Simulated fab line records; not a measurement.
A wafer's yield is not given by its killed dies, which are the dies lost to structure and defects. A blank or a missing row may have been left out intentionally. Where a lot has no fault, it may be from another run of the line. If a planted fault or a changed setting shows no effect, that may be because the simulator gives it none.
fab line records / flow gf180mcu
record: lots: 10 wafers: 30 last-day: 34
route steps=602 shown V4@490 V5@551 TOP_METAL@570
lots with no fault: from the same line, run without faults
start-h: the number of hours between the record's first day and the start of the first shown wafer of the lot / wait-h: hours elapsed since this lot's preceding step / " same as the row above / L1.1+2: one row covering several wafers at once / - no value, or no start given / * or withheld: withheld / < > ~ a bound
route shown NAME@n: NAME is a module with steps in the file, n the number in the route of the first one / usual: the fault-free wafers' mean and standard deviation / same: alike in all rows / chamber/n: place in a boat / sites: per-site readings / _std_site: their standard deviation / _edge_site: mean of outer sites minus mean of inner sites / radius-mm: for every site, how far away it sits from the centre of the wafer / mask NAME#n: copy n / behind: tool/chamber where the wafer was last shaped / hold: the reason the lot was held/the length of the hold in hours/how it ended / device: which transistor (n, p or np) failed to switch / end of line: tests run on the same wafers once the route is complete / a step with no rows: only its recipe / killed: at the first sort, the dies lost to defects and structure; wafer yield is something else / map: shows each die of a wafer: x if killed, . if not, _ if none is there
set.NAME: setting as actually run; set.NAME@STEP: the setting as run at that earlier step / model.NAME: the simulator's own value behind a step, which no gauge read
one table for each step of the route and one row for each wafer, over a sample of lots
services: when a tool's chamber went out of use (start-h, in hours from the record's first day, below 0 if earlier), for how many hours, and the reason
== steps ==
step: GF_V4_CD_MEAS_14
recipe: target-cd-nm: 260
usual: cd-nm: 260.7/1.5
lot.wafer=L432.4 tool=cd-sem-02 chamber=- start-h=563.26 wait-h=0.1 cd-nm=260.6
lot.wafer=L432.5 tool=cd-sem-02 chamber=- start-h=563.26 wait-h=0.1 cd-nm=261.3
lot.wafer=L432.6 tool=cd-sem-02 chamber=- start-h=563.26 wait-h=0.1 cd-nm=262.0
lot.wafer=L434.1 tool=cd-sem-01 chamber=- start-h=573.95 wait-h=0.1 cd-nm=262.5
lot.wafer=L434.3 tool=cd-sem-01 chamber=- start-h=573.95 wait-h=0.1 cd-nm=262.8
lot.wafer=L434.4 tool=cd-sem-01 chamber=- start-h=573.95 wait-h=0.1 cd-nm=261.9
lot.wafer=L438.3 tool=cd-sem-02 chamber=- start-h=608.94 wait-h=0.1 cd-nm=261.4
lot.wafer=L438.5 tool=cd-sem-02 chamber=- start-h=608.94 wait-h=0.1 cd-nm=260.7
lot.wafer=L438.6 tool=cd-sem-02 chamber=- start-h=608.94 wait-h=0.1 cd-nm=261.2
lot.wafer=L440.2 tool=cd-sem-02 chamber=- start-h=632.97 wait-h=0.1 cd-nm=260.9
lot.wafer=L440.4 tool=cd-sem-02 chamber=- start-h=632.97 wait-h=0.1 cd-nm=261.3
lot.wafer=L440.5 tool=cd-sem-02 chamber=- start-h=632.97 wait-h=0.1 cd-nm=258.6
lot.wafer=L441.1 tool=cd-sem-01 chamber=- start-h=637.95 wait-h=0.1 cd-nm=258.7
lot.wafer=L441.2 tool=cd-sem-01 chamber=- start-h=637.95 wait-h=0.1 cd-nm=258.5
lot.wafer=L441.6 tool=cd-sem-01 chamber=- start-h=637.95 wait-h=0.1 cd-nm=259.6
lot.wafer=L433.1 tool=cd-sem-02 chamber=- start-h=643.00 wait-h=0.1 cd-nm=260.8
lot.wafer=L433.2 tool=cd-sem-02 chamber=- start-h=643.00 wait-h=0.1 cd-nm=260.8
lot.wafer=L433.6 tool=cd-sem-02 chamber=- start-h=643.00 wait-h=0.1 cd-nm=260.5
lot.wafer=L445.1 tool=cd-sem-01 chamber=- start-h=675.55 wait-h=0.1 cd-nm=260.9
lot.wafer=L445.4 tool=cd-sem-01 chamber=- start-h=675.55 wait-h=0.1 cd-nm=260.8
lot.wafer=L445.6 tool=cd-sem-01 chamber=- start-h=675.55 wait-h=0.1 cd-nm=262.1
lot.wafer=L452.1 tool=cd-sem-02 chamber=- start-h=710.75 wait-h=0.1 cd-nm=262.6
lot.wafer=L452.4 tool=cd-sem-02 chamber=- start-h=710.75 wait-h=0.1 cd-nm=260.1
lot.wafer=L452.5 tool=cd-sem-02 chamber=- start-h=710.75 wait-h=0.1 cd-nm=261.4
lot.wafer=L454.2 tool=cd-sem-01 chamber=- start-h=722.37 wait-h=0.1 cd-nm=258.8
lot.wafer=L454.4 tool=cd-sem-01 chamber=- start-h=722.37 wait-h=0.1 cd-nm=258.6
lot.wafer=L454.5 tool=cd-sem-01 chamber=- start-h=722.37 wait-h=0.1 cd-nm=259.3
lot.wafer=L455.1 tool=cd-sem-01 chamber=- start-h=732.65 wait-h=0.1 cd-nm=259.9
lot.wafer=L455.2 tool=cd-sem-01 chamber=- start-h=732.65 wait-h=0.1 cd-nm=258.9
lot.wafer=L455.6 tool=cd-sem-01 chamber=- start-h=732.65 wait-h=0.1 cd-nm=259.6
step: GF_V4_OVL_MEAS_15
usual: V4_OVL: 1/5.1
lot.wafer=L432.4 tool=overlay-02 chamber=- start-h=563.34 wait-h=0.1 V4_OVL[nm]=0
lot.wafer=L432.5 tool=overlay-02 chamber=- start-h=563.34 wait-h=0.1 V4_OVL[nm]=-1
lot.wafer=L432.6 tool=overlay-02 chamber=- start-h=563.34 wait-h=0.1 V4_OVL[nm]=-2
lot.wafer=L434.1 tool=overlay-02 chamber=- start-h=574.07 wait-h=0.1 V4_OVL[nm]=0
lot.wafer=L434.3 tool=overlay-02 chamber=- start-h=574.07 wait-h=0.1 V4_OVL[nm]=2
lot.wafer=L434.4 tool=overlay-02 chamber=- start-h=574.07 wait-h=0.1 V4_OVL[nm]=-2
lot.wafer=L438.3 tool=overlay-02 chamber=- start-h=609.03 wait-h=0.1 V4_OVL[nm]=-4
lot.wafer=L438.5 tool=overlay-02 chamber=- start-h=609.03 wait-h=0.1 V4_OVL[nm]=-3
lot.wafer=L438.6 tool=overlay-02 chamber=- start-h=609.03 wait-h=0.1 V4_OVL[nm]=7
lot.wafer=L440.2 tool=overlay-02 chamber=- start-h=633.08 wait-h=0.1 V4_OVL[nm]=2
lot.wafer=L440.4 tool=overlay-02 chamber=- start-h=633.08 wait-h=0.1 V4_OVL[nm]=4
lot.wafer=L440.5 tool=overlay-02 chamber=- start-h=633.08 wait-h=0.1 V4_OVL[nm]=4
lot.wafer=L441.1 tool=overlay-01 chamber=- start-h=638.07 wait-h=0.1 V4_OVL[nm]=8
lot.wafer=L441.2 tool=overlay-01 chamber=- start-h=638.07 wait-h=0.1 V4_OVL[nm]=4
lot.wafer=L441.6 tool=overlay-01 chamber=- start-h=638.07 wait-h=0.1 V4_OVL[nm]=3
lot.wafer=L433.1 tool=overlay-02 chamber=- start-h=643.12 wait-h=0.1 V4_OVL[nm]=-4
lot.wafer=L433.2 tool=overlay-02 chamber=- start-h=643.12 wait-h=0.1 V4_OVL[nm]=-5
lot.wafer=L433.6 tool=overlay-02 chamber=- start-h=643.12 wait-h=0.1 V4_OVL[nm]=0
lot.wafer=L445.1 tool=overlay-01 chamber=- start-h=675.67 wait-h=0.1 V4_OVL[nm]=-5
lot.wafer=L445.4 tool=overlay-01 chamber=- start-h=675.67 wait-h=0.1 V4_OVL[nm]=4
lot.wafer=L445.6 tool=overlay-01 chamber=- start-h=675.67 wait-h=0.1 V4_OVL[nm]=0
lot.wafer=L452.1 tool=overlay-02 chamber=- start-h=710.87 wait-h=0.1 V4_OVL[nm]=11
lot.wafer=L452.4 tool=overlay-02 chamber=- start-h=710.87 wait-h=0.1 V4_OVL[nm]=10
lot.wafer=L452.5 tool=overlay-02 chamber=- start-h=710.87 wait-h=0.1 V4_OVL[nm]=16
lot.wafer=L454.2 tool=overlay-01 chamber=- start-h=722.47 wait-h=0.1 V4_OVL[nm]=6
lot.wafer=L454.4 tool=overlay-01 chamber=- start-h=722.47 wait-h=0.1 V4_OVL[nm]=5
lot.wafer=L454.5 tool=overlay-01 chamber=- start-h=722.47 wait-h=0.1 V4_OVL[nm]=4
lot.wafer=L455.1 tool=overlay-01 chamber=- start-h=732.77 wait-h=0.1 V4_OVL[nm]=8
lot.wafer=L455.2 tool=overlay-01 chamber=- start-h=732.77 wait-h=0.1 V4_OVL[nm]=3
lot.wafer=L455.6 tool=overlay-01 chamber=- start-h=732.77 wait-h=0.1 V4_OVL[nm]=1
step: GF_V5_EXPOSE_11
recipe: mask-id: Via5 target-cd-nm: 260 na: 0.68 source-shape: conventional sigma-outer: 0.6 dose-mj: 38
lot.wafer=L432.4+5+6 tool=krf-scanner-01 chamber=0 start-h=618.84 wait-h=- mask=Via5#0
lot.wafer=L434.1+3+4 tool=krf-scanner-01 chamber=0 start-h=628.65 wait-h=- mask=Via5#0
lot.wafer=L438.3+5+6 tool=krf-scanner-01 chamber=0 start-h=662.36 wait-h=- mask=Via5#0
lot.wafer=L440.2+4+5 tool=krf-scanner-01 chamber=0 start-h=684.74 wait-h=- mask=Via5#0
lot.wafer=L441.1+2+6 tool=krf-scanner-01 chamber=0 start-h=689.05 wait-h=- mask=Via5#0
lot.wafer=L433.1+2+6 tool=krf-scanner-02 chamber=0 start-h=695.07 wait-h=- mask=Via5#0
lot.wafer=L445.1+4+6 tool=krf-scanner-02 chamber=0 start-h=725.63 wait-h=- mask=Via5#0
lot.wafer=L452.1+4+5 tool=krf-scanner-02 chamber=0 start-h=758.12 wait-h=- mask=Via5#0
lot.wafer=L454.2+4+5 tool=krf-scanner-02 chamber=0 start-h=769.90 wait-h=- mask=Via5#0
lot.wafer=L455.1+2+6 tool=krf-scanner-01 chamber=0 start-h=778.57 wait-h=- mask=Via5#0
step: GF_V5_CD_MEAS_14
recipe: target-cd-nm: 260
usual: cd-nm: 260.4/1.3
lot.wafer=L432.4 tool=cd-sem-02 chamber=- start-h=628.51 wait-h=0.1 cd-nm=260.5
lot.wafer=L432.5 tool=cd-sem-02 chamber=- start-h=628.51 wait-h=0.1 cd-nm=261.3
lot.wafer=L432.6 tool=cd-sem-02 chamber=- start-h=628.51 wait-h=0.1 cd-nm=261.5
lot.wafer=L434.1 tool=cd-sem-01 chamber=- start-h=638.81 wait-h=0.1 cd-nm=260.1
lot.wafer=L434.3 tool=cd-sem-01 chamber=- start-h=638.81 wait-h=0.1 cd-nm=260.6
lot.wafer=L434.4 tool=cd-sem-01 chamber=- start-h=638.81 wait-h=0.1 cd-nm=259.6
lot.wafer=L438.3 tool=cd-sem-02 chamber=- start-h=671.94 wait-h=0.1 cd-nm=260.1
lot.wafer=L438.5 tool=cd-sem-02 chamber=- start-h=671.94 wait-h=0.1 cd-nm=260.1
lot.wafer=L438.6 tool=cd-sem-02 chamber=- start-h=671.94 wait-h=0.1 cd-nm=260.0
lot.wafer=L440.2 tool=cd-sem-02 chamber=- start-h=694.22 wait-h=0.1 cd-nm=259.5
lot.wafer=L440.4 tool=cd-sem-02 chamber=- start-h=694.22 wait-h=0.1 cd-nm=260.1
lot.wafer=L440.5 tool=cd-sem-02 chamber=- start-h=694.22 wait-h=0.1 cd-nm=260.9
lot.wafer=L441.1 tool=cd-sem-01 chamber=- start-h=698.55 wait-h=0.1 cd-nm=260.6
lot.wafer=L441.2 tool=cd-sem-01 chamber=- start-h=698.55 wait-h=0.1 cd-nm=264.9
lot.wafer=L441.6 tool=cd-sem-01 chamber=- start-h=698.55 wait-h=0.1 cd-nm=260.4
lot.wafer=L433.1 tool=cd-sem-01 chamber=- start-h=703.65 wait-h=0.1 cd-nm=261.2
lot.wafer=L433.2 tool=cd-sem-01 chamber=- start-h=703.65 wait-h=0.1 cd-nm=261.3
lot.wafer=L433.6 tool=cd-sem-01 chamber=- start-h=703.65 wait-h=0.1 cd-nm=261.2
lot.wafer=L445.1 tool=cd-sem-02 chamber=- start-h=734.65 wait-h=0.1 cd-nm=259.8
lot.wafer=L445.4 tool=cd-sem-02 chamber=- start-h=734.65 wait-h=0.1 cd-nm=259.8
lot.wafer=L445.6 tool=cd-sem-02 chamber=- start-h=734.65 wait-h=0.1 cd-nm=260.5
lot.wafer=L452.1 tool=cd-sem-01 chamber=- start-h=766.10 wait-h=0.1 cd-nm=262.8
lot.wafer=L452.4 tool=cd-sem-01 chamber=- start-h=766.10 wait-h=0.1 cd-nm=262.7
lot.wafer=L452.5 tool=cd-sem-01 chamber=- start-h=766.10 wait-h=0.1 cd-nm=261.8
lot.wafer=L454.2 tool=cd-sem-02 chamber=- start-h=777.82 wait-h=0.1 cd-nm=259.9
lot.wafer=L454.4 tool=cd-sem-02 chamber=- start-h=777.82 wait-h=0.1 cd-nm=258.7
lot.wafer=L454.5 tool=cd-sem-02 chamber=- start-h=777.82 wait-h=0.1 cd-nm=259.1
lot.wafer=L455.1 tool=cd-sem-02 chamber=- start-h=786.19 wait-h=0.1 cd-nm=260.9
lot.wafer=L455.2 tool=cd-sem-02 chamber=- start-h=786.19 wait-h=0.1 cd-nm=259.7
lot.wafer=L455.6 tool=cd-sem-02 chamber=- start-h=786.19 wait-h=0.1 cd-nm=260.7
step: GF_TOP_METAL_SPUTTER_03
recipe: material: Ti target-thk-nm: 5 substrate-temp-c: 300 chamber-pressure-pa: 0.3 power-w: 3000 time-s: 3.3
usual: throttle-valve-pct: 30.4/0.99
lot.wafer=L432.4 tool=pvd-sputter-02 chamber=- start-h=630.16 wait-h=0.0 throttle-valve-pct=30.5
lot.wafer=L432.5 tool=pvd-sputter-02 chamber=- start-h=630.16 wait-h=0.0 throttle-valve-pct=30.9
lot.wafer=L432.6 tool=pvd-sputter-02 chamber=- start-h=630.16 wait-h=0.0 throttle-valve-pct=30.8
lot.wafer=L434.1 tool=pvd-sputter-02 chamber=- start-h=640.55 wait-h=0.0 throttle-valve-pct=30.6
lot.wafer=L434.3 tool=pvd-sputter-02 chamber=- start-h=640.55 wait-h=0.0 throttle-valve-pct=30.8
lot.wafer=L434.4 tool=pvd-sputter-02 chamber=- start-h=640.55 wait-h=0.0 throttle-valve-pct=31.0
lot.wafer=L438.3 tool=pvd-sputter-01 chamber=- start-h=673.62 wait-h=0.0 throttle-valve-pct=29.1
lot.wafer=L438.5 tool=pvd-sputter-01 chamber=- start-h=673.62 wait-h=0.0 throttle-valve-pct=30.0
lot.wafer=L438.6 tool=pvd-sputter-01 chamber=- start-h=673.62 wait-h=0.0 throttle-valve-pct=31.8
lot.wafer=L440.2 tool=pvd-sputter-01 chamber=- start-h=695.91 wait-h=0.0 throttle-valve-pct=28.3
lot.wafer=L440.4 tool=pvd-sputter-01 chamber=- start-h=695.91 wait-h=0.0 throttle-valve-pct=32.0
lot.wafer=L440.5 tool=pvd-sputter-01 chamber=- start-h=695.91 wait-h=0.0 throttle-valve-pct=28.2
lot.wafer=L441.1 tool=pvd-sputter-01 chamber=- start-h=700.32 wait-h=0.0 throttle-valve-pct=30.2
lot.wafer=L441.2 tool=pvd-sputter-01 chamber=- start-h=700.32 wait-h=0.0 throttle-valve-pct=28.3
lot.wafer=L441.6 tool=pvd-sputter-01 chamber=- start-h=700.32 wait-h=0.0 throttle-valve-pct=31.5
lot.wafer=L433.1 tool=pvd-sputter-03 chamber=- start-h=705.92 wait-h=0.0 throttle-valve-pct=31.0
lot.wafer=L433.2 tool=pvd-sputter-03 chamber=- start-h=705.92 wait-h=0.0 throttle-valve-pct=30.9
lot.wafer=L433.6 tool=pvd-sputter-03 chamber=- start-h=705.92 wait-h=0.0 throttle-valve-pct=30.7
lot.wafer=L445.1 tool=pvd-sputter-02 chamber=- start-h=736.36 wait-h=0.0 throttle-valve-pct=30.8
lot.wafer=L445.4 tool=pvd-sputter-02 chamber=- start-h=736.36 wait-h=0.0 throttle-valve-pct=30.5
lot.wafer=L445.6 tool=pvd-sputter-02 chamber=- start-h=736.36 wait-h=0.0 throttle-valve-pct=30.9
lot.wafer=L452.1 tool=pvd-sputter-02 chamber=- start-h=767.82 wait-h=0.0 throttle-valve-pct=30.6
lot.wafer=L452.4 tool=pvd-sputter-02 chamber=- start-h=767.82 wait-h=0.0 throttle-valve-pct=30.5
lot.wafer=L452.5 tool=pvd-sputter-02 chamber=- start-h=767.82 wait-h=0.0 throttle-valve-pct=30.4
lot.wafer=L454.2 tool=pvd-sputter-02 chamber=- start-h=780.10 wait-h=0.0 throttle-valve-pct=30.8
lot.wafer=L454.4 tool=pvd-sputter-02 chamber=- start-h=780.10 wait-h=0.0 throttle-valve-pct=30.4
lot.wafer=L454.5 tool=pvd-sputter-02 chamber=- start-h=780.10 wait-h=0.0 throttle-valve-pct=30.8
lot.wafer=L455.1 tool=pvd-sputter-01 chamber=- start-h=787.90 wait-h=0.0 throttle-valve-pct=28.3
lot.wafer=L455.2 tool=pvd-sputter-01 chamber=- start-h=787.90 wait-h=0.0 throttle-valve-pct=29.4
lot.wafer=L455.6 tool=pvd-sputter-01 chamber=- start-h=787.90 wait-h=0.0 throttle-valve-pct=28.2
== services ==
tool=krf-scanner-01 chamber=- start-h=603.88 hours=1.3 kind=pm
tool=krf-scanner-01 chamber=0 start-h=605.01 hours=- kind=calibration
tool=krf-scanner-02 chamber=- start-h=608.74 hours=0.8 kind=repair
tool=pvd-sputter-03 chamber=- start-h=617.98 hours=56.6 kind=repair
tool=krf-scanner-02 chamber=- start-h=644.02 hours=0.8 kind=pm
tool=pvd-sputter-02 chamber=- start-h=646.42 hours=1.2 kind=repair
tool=krf-scanner-01 chamber=- start-h=650.28 hours=3.5 kind=repair
tool=krf-scanner-02 chamber=- start-h=654.69 hours=3.6 kind=repair
tool=pvd-sputter-02 chamber=1 start-h=666.95 hours=- kind=consumable-replace:kit
tool=pvd-sputter-02 chamber=1 start-h=666.95 hours=18.0 kind=scheduled-down
tool=krf-scanner-02 chamber=- start-h=668.98 hours=4.0 kind=pm
tool=pvd-sputter-01 chamber=- start-h=673.84 hours=2.4 kind=repair
tool=krf-scanner-01 chamber=- start-h=679.69 hours=0.8 kind=pm
tool=pvd-sputter-02 chamber=- start-h=682.05 hours=7.9 kind=repair
tool=pvd-sputter-03 chamber=- start-h=686.16 hours=4.2 kind=repair
tool=krf-scanner-02 chamber=- start-h=728.28 hours=1.3 kind=pm
tool=krf-scanner-02 chamber=- start-h=739.78 hours=13.7 kind=repair
tool=krf-scanner-02 chamber=- start-h=753.47 hours=1.0 kind=pm
tool=pvd-sputter-01 chamber=- start-h=755.67 hours=7.6 kind=repair
tool=krf-scanner-01 chamber=- start-h=761.15 hours=1.0 kind=pm
tool=krf-scanner-02 chamber=- start-h=771.70 hours=0.4 kind=repair
tool=krf-scanner-01 chamber=- start-h=774.63 hours=0.1 kind=repair
tool=krf-scanner-01 chamber=0 start-h=775.57 hours=- kind=calibration
tool=krf-scanner-01 chamber=- start-h=779.78 hours=1.3 kind=pm
== key ==
first-sign: step: GF_V5_CD_MEAS_14 reading: cd-nm direction: up sigmas: 3.5 usual: 260.4 struck: 264.9
effect none on later readings
met-at GF_V5_EXPOSE_11
struck-lots L441
struck-wafers L441.2
not-acting-at GF_V4_CD_MEAS_14,GF_V4_OVL_MEAS_15,GF_TOP_METAL_SPUTTER_03
onset-between 684.74 689.05
fault: kind: process-parameter-drift tool: krf-scanner-01 chamber: - onset-h: 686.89 steps: GF_V5_EXPOSE_11 channel: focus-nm offset: 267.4 shape: step end-h: 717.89 scope: struck-wafers-only
